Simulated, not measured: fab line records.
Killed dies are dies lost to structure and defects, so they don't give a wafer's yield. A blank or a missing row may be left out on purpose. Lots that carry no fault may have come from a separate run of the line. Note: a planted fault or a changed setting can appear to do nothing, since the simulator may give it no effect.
Which tool did it? :: flow gf180mcu :: 36 wafers from 12 lots sampled at 6 of the route's 602 steps

WHAT THE GAUGES SHOWED, per wafer
GF_STI_BOW_MEAS_00.
lot: L131
measured: day 1 10:00
on: film_metro-01
INCOMING_BOW (um): -4 -8 -6

lot: L132
measured: day 1 15:01
on: film_metro-01
INCOMING_BOW (um): 3 3 6

lot: L133
measured: day 1 20:00
on: film_metro-01
INCOMING_BOW (um): 10 4 -3

lot: L134
measured: day 2 01:00
on: film_metro-01
INCOMING_BOW (um): -5 -5 12

lot: L135
measured: day 2 06:00
on: film_metro-04
INCOMING_BOW (um): 8 2 6

lot: L136
measured: day 2 11:01
on: film_metro-01
INCOMING_BOW (um): 13 6 7

lot: L137
measured: day 2 16:00
on: film_metro-04
INCOMING_BOW (um): 2 -2 -6

lot: L139
measured: day 3 02:02
on: film_metro-01
INCOMING_BOW (um): -5 4 -2

lot: L140
measured: day 3 07:04
on: film_metro-02
INCOMING_BOW (um): -9 -9 1

lot: L143
measured: day 3 22:02
on: film_metro-01
INCOMING_BOW (um): 4 -2 1

lot: L152
measured: day 5 19:00
on: film_metro-01
INCOMING_BOW (um): 0 -3 0

lot: L154
measured: day 6 05:02
on: film_metro-01
INCOMING_BOW (um): -7 4 -8

GF_NWELL_TW_MEAS_11.
lot: L131
measured: day 3 08:06
on: film_metro-02
NWELL_TW: 1569 1582 1573

lot: L132
measured: day 3 16:01
on: film_metro-02
NWELL_TW: 1574 1581 1583

lot: L133
measured: day 3 18:56
on: film_metro-03
NWELL_TW: 1560 1546 1549

lot: L134
measured: day 3 23:54
on: film_metro-02
NWELL_TW: 1580 1591 1591

lot: L135
measured: day 4 05:13
on: film_metro-02
NWELL_TW: 1579 1575 1580

lot: L136
measured: day 4 10:04
on: film_metro-02
NWELL_TW: 1576 1581 1570

lot: L137
measured: day 4 18:04
on: film_metro-02
NWELL_TW: 1570 1577 1583

lot: L139
measured: day 5 04:28
on: film_metro-02
NWELL_TW: 1580 1576 1584

lot: L140
measured: day 5 07:01
on: film_metro-02
NWELL_TW: 1577 1574 1578

lot: L143
measured: day 6 01:49
on: film_metro-02
NWELL_TW: 1570 1565 1573

lot: L152
measured: day 8 03:24
on: film_metro-02
NWELL_TW: 1743 1741 1746 1749 1752 1751

lot: L154
measured: day 8 16:05
on: film_metro-04
NWELL_TW: 1729 1723 1732 1731 1731 1733

GF_VT_IMPLANT_RS_MEAS_47: measures by four-point-probe.
lot: L131
measured: day 7 13:33
on: film_metro-04
NWELL_RS (ohm/sq): 487.4 489.9 487.9

lot: L132
measured: day 8 04:51
on: film_metro-04
NWELL_RS (ohm/sq): 487.9 487.0 487.8

lot: L133
measured: day 8 03:34
on: film_metro-04
NWELL_RS (ohm/sq): 487.4 489.2 488.9

lot: L134
measured: day 8 10:57
on: film_metro-02
NWELL_RS (ohm/sq): 487.2 487.1 487.0

lot: L135
measured: day 8 18:14
on: film_metro-04
NWELL_RS (ohm/sq): 486.1 488.2 485.7

lot: L136
measured: day 8 22:13
on: film_metro-02
NWELL_RS (ohm/sq): 488.4 486.9 488.7

lot: L137
measured: day 9 08:12
on: film_metro-02
NWELL_RS (ohm/sq): 489.2 489.1 487.8

lot: L139
measured: day 9 21:08
on: film_metro-02
NWELL_RS (ohm/sq): 489.1 487.6 488.5

lot: L140
measured: day 10 00:05
on: film_metro-02
NWELL_RS (ohm/sq): 487.9 487.7 488.3

lot: L143
measured: day 10 23:53
on: film_metro-02
NWELL_RS (ohm/sq): 489.3 489.6 488.8

lot: L152
measured: day 13 10:03
on: film_metro-02
NWELL_RS (ohm/sq): 404.5 404.4 404.4 404.1 405.6 404.5

lot: L154
measured: day 14 04:07
on: film_metro-03
NWELL_RS (ohm/sq): 403.5 404.4 404.9 404.3 404.6 403.6

GF_VT_IMPLANT_RS_MEAS_48: measures by four-point-probe.
lot: L131
measured: day 7 13:40
on: film_metro-04
LVPWELL_RS (ohm/sq): 1195 1195 1194

lot: L132
measured: day 8 04:58
on: film_metro-04
LVPWELL_RS (ohm/sq): 1195 1198 1196

lot: L133
measured: day 8 03:41
on: film_metro-04
LVPWELL_RS (ohm/sq): 1197 1195 1200

lot: L134
measured: day 8 11:04
on: film_metro-02
LVPWELL_RS (ohm/sq): 1202 1201 1199

lot: L135
measured: day 8 18:21
on: film_metro-04
LVPWELL_RS (ohm/sq): 1192 1195 1190

lot: L136
measured: day 8 22:20
on: film_metro-02
LVPWELL_RS (ohm/sq): 1197 1199 1198

lot: L137
measured: day 9 08:19
on: film_metro-02
LVPWELL_RS (ohm/sq): 1197 1195 1196

lot: L139
measured: day 9 21:16
on: film_metro-02
LVPWELL_RS (ohm/sq): 1198 1196 1194

lot: L140
measured: day 10 00:13
on: film_metro-02
LVPWELL_RS (ohm/sq): 1193 1195 1194

lot: L143
measured: day 11 00:00
on: film_metro-02
LVPWELL_RS (ohm/sq): 1201 1199 1200

EACH LOT AND THE TOOL THAT RAN IT (in order: tool; ch and the chambers of the sampled wafers; start)
lot: L131
GF_NWELL_IMPLANT_08: implanter-01 ch 0, day 3 07:42
GF_MVSD_STRIP_10: plasma_asher-01 ch 0,1, day 4 11:05

lot: L132
GF_NWELL_IMPLANT_08: implanter-03 ch 0, day 3 15:38
GF_MVSD_STRIP_10: plasma_asher-01 ch 0,1, day 4 18:05

lot: L133
GF_NWELL_IMPLANT_08: implanter-03 ch 0, day 3 18:32
GF_MVSD_STRIP_10: plasma_asher-01 ch 0,1, day 4 22:17

lot: L134
GF_NWELL_IMPLANT_08: implanter-03 ch 0, day 3 23:30
GF_MVSD_STRIP_10: plasma_asher-04 ch 0,1, day 5 04:34

lot: L135
GF_NWELL_IMPLANT_08: implanter-04 ch 0, day 4 04:49
GF_MVSD_STRIP_10: plasma_asher-01 ch 0,1, day 5 09:59

lot: L136
GF_NWELL_IMPLANT_08: implanter-04 ch 0, day 4 09:41
GF_MVSD_STRIP_10: plasma_asher-02 ch 0,1, day 5 14:21

lot: L137
GF_NWELL_IMPLANT_08: implanter-01 ch 0, day 4 17:40
GF_MVSD_STRIP_10: plasma_asher-01 ch 0,1, day 5 22:52

lot: L139
GF_NWELL_IMPLANT_08: implanter-01 ch 0, day 5 04:06
GF_MVSD_STRIP_10: plasma_asher-01 ch 0,1, day 6 10:21

lot: L140
GF_NWELL_IMPLANT_08: implanter-01 ch 0, day 5 06:40
GF_MVSD_STRIP_10: plasma_asher-02 ch 0,1, day 6 12:38

lot: L143
GF_NWELL_IMPLANT_08: implanter-04 ch 0, day 6 01:27
GF_MVSD_STRIP_10: plasma_asher-01 ch 0,1, day 7 09:05

lot: L152
GF_NWELL_IMPLANT_08: implanter-01 ch 0, day 8 03:00
GF_MVSD_STRIP_10: plasma_asher-02 ch 0, day 9 13:21

lot: L154
GF_NWELL_IMPLANT_08: implanter-01 ch 0, day 8 15:43
GF_MVSD_STRIP_10: plasma_asher-01 ch 0,1, day 10 02:41
- GF_NWELL_IMPLANT_08
- GF_MVSD_STRIP_10: strips in O2/N2.

WHAT THE TOOLS THEMSELVES READ (means of the sampled wafers that have a number; where no wafer has one, the mark that the record gives instead)
GF_NWELL_IMPLANT_08.
lot: L131
tool: implanter-01
beam_on_s (s): 10.12
dose_ions_cm2: 1.5002e+13
faraday_current_uA: 83.5

lot: L132
tool: implanter-03
beam_on_s (s): 10.05
dose_ions_cm2: 1.4972e+13
faraday_current_uA: 84.5

lot: L133
tool: implanter-03
beam_on_s (s): 10.21
dose_ions_cm2: 1.4991e+13
faraday_current_uA: 82.8

lot: L134
tool: implanter-03
beam_on_s (s): 10.07
dose_ions_cm2: 1.5003e+13
faraday_current_uA: 84.1

lot: L135
tool: implanter-04
beam_on_s (s): 9.89
dose_ions_cm2: 1.5007e+13
faraday_current_uA: 85.5

lot: L136
tool: implanter-04
beam_on_s (s): 9.99
dose_ions_cm2: 1.4999e+13
faraday_current_uA: 84.9

lot: L137
tool: implanter-01
beam_on_s (s): 9.90
dose_ions_cm2: 1.5022e+13
faraday_current_uA: 85.2

lot: L139
tool: implanter-01
beam_on_s (s): 10.00
dose_ions_cm2: 1.5000e+13
faraday_current_uA: 84.5

lot: L140
tool: implanter-01
beam_on_s (s): 9.81
dose_ions_cm2: 1.5009e+13
faraday_current_uA: 85.9

lot: L143
tool: implanter-04
beam_on_s (s): 10.12
dose_ions_cm2: 1.4999e+13
faraday_current_uA: 83.6

lot: L152
tool: implanter-01
beam_on_s (s): 9.93
dose_ions_cm2: 2.1440e+13
faraday_current_uA: 121.6

lot: L154
tool: implanter-01
beam_on_s (s): 9.72
dose_ions_cm2: 2.1462e+13
faraday_current_uA: 124.1

GF_MVSD_STRIP_10.
lot: L131
tool: plasma_asher-01
drypump_motor_current_A (A): 6.2
heater_power_w (W): 396
oes_product_au (a.u.): 0.720
strip_time_to_endpoint_s (s): 37.15

lot: L132
tool: plasma_asher-01
drypump_motor_current_A (A): 6.1
heater_power_w (W): 370
oes_product_au (a.u.): 0.719
strip_time_to_endpoint_s (s): 36.89

lot: L133
tool: plasma_asher-01
drypump_motor_current_A (A): 6.2
heater_power_w (W): 391
oes_product_au (a.u.): 0.729
strip_time_to_endpoint_s (s): 37.07

lot: L134
tool: plasma_asher-04
drypump_motor_current_A (A): 5.7
heater_power_w (W): 340
oes_product_au (a.u.): 0.724
strip_time_to_endpoint_s (s): 37.10

lot: L135
tool: plasma_asher-01
drypump_motor_current_A (A): 6.2
heater_power_w (W): 395
oes_product_au (a.u.): 0.726
strip_time_to_endpoint_s (s): 37.19

lot: L136
tool: plasma_asher-02
drypump_motor_current_A (A): 5.5
heater_power_w (W): 315
oes_product_au (a.u.): 0.721
strip_time_to_endpoint_s (s): 36.95

lot: L137
tool: plasma_asher-01
drypump_motor_current_A (A): 6.1
heater_power_w (W): 376
oes_product_au (a.u.): 0.722
strip_time_to_endpoint_s (s): 37.02

lot: L139
tool: plasma_asher-01
drypump_motor_current_A (A): 6.0
heater_power_w (W): 370
oes_product_au (a.u.): 0.723
strip_time_to_endpoint_s (s): 37.00

lot: L140
tool: plasma_asher-02
drypump_motor_current_A (A): 5.5
heater_power_w (W): 320
oes_product_au (a.u.): 0.717
strip_time_to_endpoint_s (s): 37.22

lot: L143
tool: plasma_asher-01
drypump_motor_current_A (A): 6.1
heater_power_w (W): 375
oes_product_au (a.u.): 0.720
strip_time_to_endpoint_s (s): 37.23

lot: L152
tool: plasma_asher-02
drypump_motor_current_A (A): 5.5
heater_power_w (W): 332
oes_product_au (a.u.): 0.720
strip_time_to_endpoint_s (s): 36.95

lot: L154
tool: plasma_asher-01
drypump_motor_current_A (A): 6.2
heater_power_w (W): 400
oes_product_au (a.u.): 0.722
strip_time_to_endpoint_s (s): 37.08

THE ANSWER, worked out from the rows above alone
Rule: the lots themselves supply what counts as usual. Put in order of their means at a reading, lots are off if they are a third of the lots or fewer, leave a main group of 4 or more, and stand apart from it by a gap of 3 or more times the standard deviation of the main group's means; of several such gaps the widest counts. A main group is skipped when, at the precision printed for the reading in the tables above, its means are all equal. Also off: a lot with no number at a reading for which 4 or more lots have one. All remaining lots with rows at the step are treated as sound. Order of review: gauges by route order, followed by the tools' own readings, for which a lot's mean as printed above is used. At the first step where some lot is off, the reading lying furthest off is the one used; lots without a number count as furthest.
Off: at GF_NWELL_TW_MEAS_11 (NWELL_TW), L152, L154. The main group has a mean of 1575 with a standard deviation of 8.9.
A tool fits if, at a process step before that reading, it ran every lot that is off, and no sound lot after the first of them. The gauges at GF_NWELL_TW_MEAS_11 aren't tried: what is off there is off at GF_NWELL_IMPLANT_08 too, on other tools, and a gauge's error can't cause that. One fits: implanter-01 at GF_NWELL_IMPLANT_08. Its last sound lot is L140 (day 5 06:40), its first lot that is off L152 (day 8 03:00): a fault that began between those two fits.
The tool's own readings at GF_NWELL_IMPLANT_08 bear it out: on the lots that are off they differ by more than 5 times the standard deviation of the sound lots' means. dose_ions_cm2 reads 2.1451e+13 there against 1.5000e+13 on the sound lots; faraday_current_uA reads 122.8 there against 84.5 on the sound lots.

WHAT THE SIMULATOR HAD PUT IN
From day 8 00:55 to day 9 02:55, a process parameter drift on implanter-01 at GF_NWELL_IMPLANT_08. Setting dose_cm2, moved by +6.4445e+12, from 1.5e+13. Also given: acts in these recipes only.
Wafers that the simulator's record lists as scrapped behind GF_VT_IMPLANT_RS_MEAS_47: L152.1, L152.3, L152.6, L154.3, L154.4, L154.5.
Shown lots that were struck: L152, L154. The rule above found the same.
